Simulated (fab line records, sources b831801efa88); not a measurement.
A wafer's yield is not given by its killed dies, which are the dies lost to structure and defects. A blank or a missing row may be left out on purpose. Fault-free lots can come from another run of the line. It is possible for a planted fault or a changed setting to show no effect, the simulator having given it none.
Split-lot trial :: flow gf180mcu :: 23 wafers read across 5 lots, on a route 602 steps long

THE SPLIT ITSELF
At GF_CONTACT_CMP_04 (polishes SiO2), the setting leave_above_ref_nm was moved away from the recipe's 560 nm on 5 of the 23 wafers read, by -6.9% to +3.1%. This setting was run at the recipe's value on the other wafers.

The split's own step is where the reading is taken.

THE READING
SiO2_of_CONTACT_CVD_02.thk_nm (the simulator's own value, which no gauge read), in nm, at GF_CONTACT_CMP_04 (polishes SiO2). The file gives no usual value for it. Across the 18 wafers here that went through the recipe, the average is 560.5 nm and the standard deviation 0.75 nm.

wafer: L074.1
tool, chamber at the split: cmp-02, 1,0
leave_above_ref_nm as run, nm: 560
against the recipe: recipe
SiO2_of_CONTACT_CVD_02.thk_nm, nm: 560
against lot-mates on the recipe: -

wafer: L074.2
tool, chamber at the split: cmp-02, 1,0
leave_above_ref_nm as run, nm: 560
against the recipe: recipe
SiO2_of_CONTACT_CVD_02.thk_nm, nm: 560
against lot-mates on the recipe: -

wafer: L074.3
tool, chamber at the split: cmp-02, 2
leave_above_ref_nm as run, nm: 560
against the recipe: recipe
SiO2_of_CONTACT_CVD_02.thk_nm, nm: 559.4
against lot-mates on the recipe: -

wafer: L078.4
tool, chamber at the split: cmp-02, 1
leave_above_ref_nm as run, nm: 560
against the recipe: recipe
SiO2_of_CONTACT_CVD_02.thk_nm, nm: 560
against lot-mates on the recipe: -

wafer: L078.3
tool, chamber at the split: cmp-02, 2
leave_above_ref_nm as run, nm: 560
against the recipe: recipe
SiO2_of_CONTACT_CVD_02.thk_nm, nm: 561.4
against lot-mates on the recipe: -

wafer: L078.2
tool, chamber at the split: cmp-02, 3
leave_above_ref_nm as run, nm: 560
against the recipe: recipe
SiO2_of_CONTACT_CVD_02.thk_nm, nm: 561.3
against lot-mates on the recipe: -

wafer: L078.1
tool, chamber at the split: cmp-02, 0
leave_above_ref_nm as run, nm: 560
against the recipe: recipe
SiO2_of_CONTACT_CVD_02.thk_nm, nm: 560.8
against lot-mates on the recipe: -

wafer: L078.6
tool, chamber at the split: cmp-02, 1
leave_above_ref_nm as run, nm: 560
against the recipe: recipe
SiO2_of_CONTACT_CVD_02.thk_nm, nm: 560.2
against lot-mates on the recipe: -

wafer: L081.3
tool, chamber at the split: cmp-02, 1
leave_above_ref_nm as run, nm: 577.3
against the recipe: +3.1%
SiO2_of_CONTACT_CVD_02.thk_nm, nm: 579.1
against lot-mates on the recipe: +18.1

wafer: L081.1
tool, chamber at the split: cmp-02, 2
leave_above_ref_nm as run, nm: 560
against the recipe: recipe
SiO2_of_CONTACT_CVD_02.thk_nm, nm: 561.2
against lot-mates on the recipe: -

wafer: L081.4
tool, chamber at the split: cmp-02, 3
leave_above_ref_nm as run, nm: 577.3
against the recipe: +3.1%
SiO2_of_CONTACT_CVD_02.thk_nm, nm: 578.9
against lot-mates on the recipe: +17.9

wafer: L081.6
tool, chamber at the split: cmp-02, 1
leave_above_ref_nm as run, nm: 560
against the recipe: recipe
SiO2_of_CONTACT_CVD_02.thk_nm, nm: 560.2
against lot-mates on the recipe: -

wafer: L081.5
tool, chamber at the split: cmp-02, 2
leave_above_ref_nm as run, nm: 560
against the recipe: recipe
SiO2_of_CONTACT_CVD_02.thk_nm, nm: 561.7
against lot-mates on the recipe: -

wafer: L082.4
tool, chamber at the split: cmp-01, 2
leave_above_ref_nm as run, nm: 560
against the recipe: recipe
SiO2_of_CONTACT_CVD_02.thk_nm, nm: 560.2
against lot-mates on the recipe: -

wafer: L082.1
tool, chamber at the split: cmp-01, 3
leave_above_ref_nm as run, nm: 521.2
against the recipe: -6.9%
SiO2_of_CONTACT_CVD_02.thk_nm, nm: 520.9
against lot-mates on the recipe: -39.1

wafer: L082.3
tool, chamber at the split: cmp-01, 0
leave_above_ref_nm as run, nm: 560
against the recipe: recipe
SiO2_of_CONTACT_CVD_02.thk_nm, nm: 559.7
against lot-mates on the recipe: -

wafer: L082.6
tool, chamber at the split: cmp-01, 1,2
leave_above_ref_nm as run, nm: 521.2
against the recipe: -6.9%
SiO2_of_CONTACT_CVD_02.thk_nm, nm: 521.9
against lot-mates on the recipe: -38.1

wafer: L082.5
tool, chamber at the split: cmp-01, 1,2
leave_above_ref_nm as run, nm: 521.2
against the recipe: -6.9%
SiO2_of_CONTACT_CVD_02.thk_nm, nm: 521.9
against lot-mates on the recipe: -38.1

wafer: L085.4
tool, chamber at the split: cmp-02, 2
leave_above_ref_nm as run, nm: 560
against the recipe: recipe
SiO2_of_CONTACT_CVD_02.thk_nm, nm: 560.3
against lot-mates on the recipe: -

wafer: L085.2
tool, chamber at the split: cmp-02, 3
leave_above_ref_nm as run, nm: 560
against the recipe: recipe
SiO2_of_CONTACT_CVD_02.thk_nm, nm: 560.5
against lot-mates on the recipe: -

wafer: L085.1
tool, chamber at the split: cmp-02, 0
leave_above_ref_nm as run, nm: 560
against the recipe: recipe
SiO2_of_CONTACT_CVD_02.thk_nm, nm: 559.6
against lot-mates on the recipe: -

wafer: L085.3
tool, chamber at the split: cmp-02, 1
leave_above_ref_nm as run, nm: 560
against the recipe: recipe
SiO2_of_CONTACT_CVD_02.thk_nm, nm: 560.8
against lot-mates on the recipe: -

wafer: L085.6
tool, chamber at the split: cmp-02, 3
leave_above_ref_nm as run, nm: 560
against the recipe: recipe
SiO2_of_CONTACT_CVD_02.thk_nm, nm: 562.2
against lot-mates on the recipe: -
When a row names more than one chamber, that row covers several wafers, and the file does not tell which wafer ran in which chamber.

FIT RESULTS
A straight line over all 23 wafers: SiO2_of_CONTACT_CVD_02.thk_nm changes by +5.68 nm for each +1% of leave_above_ref_nm; r = +1.00; the points scatter about the line by 0.78 nm.
The same after taking each lot's own level away (the mean of its wafers on the recipe; 23 wafers): +5.58 nm for each +1%; r = +1.00; scatter 0.64 nm.
According to that fit, moving leave_above_ref_nm by its largest amount changes the reading by 39 nm.
Across the lots, their own levels run from 559.80 to 561.03 nm, a range of 1.6 times the standard deviation given above.
The two slopes are in agreement: the lot-to-lot level therefore moves the slope only a little.
Check: -38.4 nm against its lot-mates is what the line predicts for one of the wafers moved furthest among these (-6.9%) when that wafer is left out of the fit. Against them it came out at -39.1 nm.

THE OTHER SPLITS THESE WAFERS WENT THROUGH
Other splits were also applied to these wafers ahead of the reading. Each is held against what the fit with the lots' levels taken away leaves over:
other split on the same wafers: GF_HV_LDD_SOFTBAKE_27 temp_c
wafers away from the commonest value: 7
r with SiO2_of_CONTACT_CVD_02.thk_nm (lot level and that fit taken away): +0.03

other split on the same wafers: GF_HV_LDD_COAT_41 spin_rpm
wafers away from the commonest value: 10
r with SiO2_of_CONTACT_CVD_02.thk_nm (lot level and that fit taken away): +0.26

other split on the same wafers: GF_HV_LDD_DEVELOP_45 develop_time_s
wafers away from the commonest value: 10
r with SiO2_of_CONTACT_CVD_02.thk_nm (lot level and that fit taken away): -0.03

other split on the same wafers: GF_NSD_DEVELOP_06 dev_temp_c
wafers away from the commonest value: 7
r with SiO2_of_CONTACT_CVD_02.thk_nm (lot level and that fit taken away): +0.05

other split on the same wafers: GF_NSD_IMPLANT_09 energy_kev
wafers away from the commonest value: 9
r with SiO2_of_CONTACT_CVD_02.thk_nm (lot level and that fit taken away): -0.05

other split on the same wafers: GF_PSD_IMPLANT_09 energy_kev
wafers away from the commonest value: 9
r with SiO2_of_CONTACT_CVD_02.thk_nm (lot level and that fit taken away): +0.05

other split on the same wafers: GF_SAB_DEVELOP_08 dev_temp_c
wafers away from the commonest value: 10
r with SiO2_of_CONTACT_CVD_02.thk_nm (lot level and that fit taken away): +0.37

other split on the same wafers: GF_SALICIDE_SPUTTER_03 power_w
wafers away from the commonest value: 4
r with SiO2_of_CONTACT_CVD_02.thk_nm (lot level and that fit taken away): +0.17

THE FILE'S OWN FIT
SiO2_of_CONTACT_CVD_02.thk_nm changes by +5.58 nm for each +1% of leave_above_ref_nm, r = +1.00.
